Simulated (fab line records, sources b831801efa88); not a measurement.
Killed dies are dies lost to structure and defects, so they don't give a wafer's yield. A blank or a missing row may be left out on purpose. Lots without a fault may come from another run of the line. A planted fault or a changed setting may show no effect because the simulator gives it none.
Problem report in the 8D (eight disciplines) form, filled by code | flow gf180mcu | the parts of the form that need people (team, actions taken, sign-off) are left out

1. THE PROBLEM
rf_fwd_power_W at GF_M5_METAL_ETCH_10 reads a mean of 668.4 W on 6 wafers of 2 lots; wafers without a fault read 796.0 W with a standard deviation of 2.3. That is -56 standard deviations from the usual mean.
The step: etches the open film in Cl2/BCl3, stops on SiO2, target depth 750.8 nm, time 125.1 s.
First seen on wafer L145.1, day 30 10:17, on rie_metal-03. The record holds 33 wafers of 11 lots with a number at this step. Rule for "out", or "out of limits": more than 4 standard deviations from the usual mean. The other wafers with a number count as sound.

2. WHAT IT IS AND WHAT IT IS NOT
question                    | is                                                 | is not
which readings at this step | rf_fwd_power_W, oes_product_au, throttle_valve_pct | drypump_motor_current_A
which lots                  | L145, L146                                         | L132, L134, L138, L139, L148, L151, L153, L154, L155
which wafers of those lots  | all that have a number                             | -
read on which tools         | rie_metal-03                                       | rie_metal-02, rie_metal-04
when                        | from day 30 10:17                                  | up to then (12 sound wafers); but 15 sound wafers of L148, L151, L153, L154, L155 came after

3. SUSPECTS, AND WHAT RULES EACH OUT
Counting: a tool at a process step up to the reading stays a suspect if it ran every lot that is out and no sound lot after the first of them.
- plasma_asher-04 at GF_MIM_STRIP_20 (strips in O2/N2): ruled out as a lasting fault. Sound lots L151 ran on it after its first lot that is out, L145 (day 29 14:45).
- rie_metal-03 at GF_M5_METAL_ETCH_10 (etches the open film in Cl2/BCl3, stops on SiO2, target depth 750.8 nm, time 125.1 s): kept. It ran every lot that is out, first L145 (day 30 10:17), and no sound lot after that; its last sound lot up to then is L139 (day 28 14:26). Its own readings are out on those wafers: oes_product_au, rf_fwd_power_W, throttle_valve_pct.
Left after counting: rie_metal-03 at GF_M5_METAL_ETCH_10.

4. THE CAUSE (what the simulator had put in)
Process parameter drift: rie_metal-03, from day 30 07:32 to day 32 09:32, at GF_M5_METAL_ETCH_10. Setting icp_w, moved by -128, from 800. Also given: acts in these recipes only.
Counting left only this tool.

5. THE CHAIN OF EFFECTS, in route order
Each row: a reading whose mean over the struck wafers that have a number lies more than 3 standard deviations from the usual. Only readings for which the record gives a usual standard deviation are gone through. hours: the time from each lot's start at the first step in this table that gives one to its start at this step, as a median over the lots. sigmas: the change in usual standard deviations.
hours | step                | reading                  | usual      | on struck wafers | change | sigmas
0     | GF_M5_METAL_ETCH_10 | oes_product_au           | 0.992 a.u. | 0.917            | -0.075 | -12
0     | GF_M5_METAL_ETCH_10 | rf_fwd_power_W           | 796.0 W    | 668.4            | -127.6 | -56
0     | GF_M5_METAL_ETCH_10 | throttle_valve_pct       | 28.229 %   | 28.308           | +0.079 | +7.9
0     | GF_M5_STRIP_11      | oes_product_au           | 0.522 a.u. | 0.542            | +0.020 | +3.8
0     | GF_M5_STRIP_11      | strip_time_to_endpoint_s | 7.01 s     | 7.41             | +0.40  | +7.1
The process steps in it:
- GF_M5_METAL_ETCH_10: etches the open film in Cl2/BCl3, stops on SiO2, target depth 750.8 nm, time 125.1 s.
- GF_M5_STRIP_11: strips in O2/N2.

6. WHAT WOULD HAVE CAUGHT IT SOONER
In this record the first reading out of limits was taken at day 30 10:17, 3 hours after the fault began at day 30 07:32.
